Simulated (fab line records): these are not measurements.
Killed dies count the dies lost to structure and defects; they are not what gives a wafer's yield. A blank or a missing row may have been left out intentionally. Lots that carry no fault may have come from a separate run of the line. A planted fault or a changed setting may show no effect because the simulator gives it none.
Chamber matching	flow sky130	SKY_FIELD_ISO_CMP_27 on cmp-01 has 4 sister chambers
The step polishes, stops on Si3N4, t overpolish 16 s, target thk 457.8 nm. 8 wafers are shown with their chamber, then 9 later ones without.

EACH WAFER AND ITS CHAMBER
wafer	chamber	motorCurrentA (A)	timeToEndpointS (s)
L900.1	2	12.4	111
L900.2	0	11.4	111
L901.2	2	12.6	107
L901.3	0	11.3	112
L902.6	1	12.2	114
L903.2	1	11.3	109
L903.4	3	11.0	110
L903.5	3	10.9	112

WAFERS WHOSE CHAMBER IS MISSING
wafer	motorCurrentA (A)	timeToEndpointS (s)
L905.1	11.2	115
L905.2	12.3	107
L905.4	12.0	103
L907.3	11.2	112
L907.5	10.9	117
L907.6	11.7	104
L908.1	10.7	115
L908.3	11.3	106
L908.6	11.3	107

EACH ONE'S CHAMBER
wafer	from the rows above	in truth
L905.1	can't be placed: 0 or 3 or 1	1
L905.2	can't be placed: 2 or 1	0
L905.4	can't be placed: 2 or 1 or 0 or 3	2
L907.3	can't be placed: 0 or 3 or 1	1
L907.5	can't be placed: 3 or 0 or 1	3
L907.6	can't be placed: 1 or 2 or 0 or 3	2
L908.1	can't be placed: 3 or 0 or 1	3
L908.3	can't be placed: 0 or 3 or 1 or 2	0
L908.6	can't be placed: 0 or 3 or 1 or 2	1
Placed correctly: 0 of 9. Can't be placed from these rows: 9 (the true chamber is among the candidates in 8). Number placed wrongly: 0.
How it was worked out, from the rows above alone: a wafer's distance from a chamber is the root of the sum, over the readings, of the square of ((its reading less the chamber's mean) divided by the reading's scatter). The wafer belongs to the nearest chamber; if the next one is less than 2 further off, it can't be placed. A chamber's mean is the mean of its shown wafers. The scatter: the root of (the sum of the squares of (reading less its chamber's mean) over the shown wafers, divided by (wafers less chambers)).
